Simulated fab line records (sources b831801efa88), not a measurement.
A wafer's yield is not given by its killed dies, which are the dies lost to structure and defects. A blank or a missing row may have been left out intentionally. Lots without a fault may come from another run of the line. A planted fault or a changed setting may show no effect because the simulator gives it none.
Struck lot and sound lot, side by side    flow sky130    15 steps out of a route of 708
Sound: wafers L374.1, L374.2, L374.4. Struck: wafers L373.3, L373.4, L373.6. At the end, the cause is stated.
Per side, at each step with rows, come the tool, then ch with its chambers, and then its first start. Under that, the readings that differ: sound wafers    struck wafers    difference of the means    sigmas: that difference in standard deviations of wafers without a fault.
alike: a reading whose means differ by less than 2 such deviations, as well as words and numbers matching on both sides. not compared: withheld readings; readings where some wafer has no value; bounds like >300 that might hide an equal value; numbers whose values overlap and for which the record gives no deviation.
Wherever a step has rows on one side only, a row that says differs or no value, or a row with sigmas, the two part there. When numbers do not overlap yet have no deviation, they are printed without sigmas and do not part them. Lack of a reading on every wafer of one side parts them only where that side has two or more wafers.

first, 5 steps without rows for these wafers: SKY_VT_ADJUST_LVTN_COAT_13 (resist thk 1140 nm); SKY_VT_ADJUST_LVTN_SOFTBAKE_14 (time 60 s); SKY_VT_ADJUST_LVTN_EXPOSE_15 (exposes mask HVN STD DERIVED, target cd 600 nm); SKY_VT_ADJUST_LVTN_PEB_16; SKY_VT_ADJUST_LVTN_DEVELOP_17 (develop time 60 s).
SKY_VT_ADJUST_LVTN_OVL_MEAS_18:
  sound on overlay-01 at day 11 22:57; struck on overlay-02 at day 11 11:43
  alike: VT_ADJUST_LVTN_01_OVL
after that, 1 step had no rows for these wafers: SKY_VT_ADJUST_LVTN_IMPLANT_19.
SKY_VT_ADJUST_LVTN_STRIP_20: strips in O2/N2.
  sound on plasma-asher-02 ch 0,1, day 11 23:08; struck on plasma-asher-01 ch 0,1, day 11 11:55
  alike: drypump-motor-current-A, oes-product-au, strip-time-to-endpoint-s
  not compared: rf-hours-counter-h
SKY_VT_ADJUST_LVTN_TW_MEAS_21:
  sound on film-metro-02 at day 11 23:14; struck on film-metro-02 at day 11 12:01
  alike: VT_ADJUST_LVTN_2_TW
then, 3 steps without rows for these wafers: SKY_VT_ADJUST_NCORE_DEHYDRATE_00 (time 60 s); SKY_VT_ADJUST_NCORE_HMDS_01 (prime time 60 s); SKY_VT_ADJUST_NCORE_COAT_02 (resist thk 1140 nm).
SKY_VT_ADJUST_NCORE_SOFTBAKE_03: time 60 s.
  sound on litho-track-03 ch 0, day 12 11:10; struck on litho-track-02 ch 0, day 11 23:46
reading                   sound              struck             difference  sigmas
heater-power-total-W (W)  56.57 56.60 56.52  57.58 57.57 57.61  +1.02       +23
run-length-s (s)          89.27 89.56 89.50  86.36 86.17 86.13  -3.22       -27
  alike: chill-plate-temp-C, exhaust-pa
then, 1 step without rows for these wafers: SKY_VT_ADJUST_NCORE_EXPOSE_04 (exposes mask LVTN COMPLEMENT THIN, target cd 380 nm).
-- the record jumps here: 38 days lie between the struck wafers' starts before and after (it left off in module VT_ADJUST_NCORE and takes up again in module PAD_OPEN, whose first step shown is number 708 of the route) --
SKY_PAD_OPEN_PROBE_99:
  sound on prober-02 at day 50 02:49; struck on prober-01 at day 49 19:41
  alike: killed_at_M0_to_M3, killed_at_M4_up, killed-at-contacts, killed-at-front-end, killed-at-other, killed-dies, killed-open, killed-short

## WHERE THEY PART
At SKY_VT_ADJUST_NCORE_SOFTBAKE_03 and nowhere else, as far as this record goes. Later steps at which nothing parts them and some readings are alike: SKY_PAD_OPEN_PROBE_99.

WHY: the cause the simulator had injected
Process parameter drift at SKY_VT_ADJUST_NCORE_SOFTBAKE_03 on litho-track-02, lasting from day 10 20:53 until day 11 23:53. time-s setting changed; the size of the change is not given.
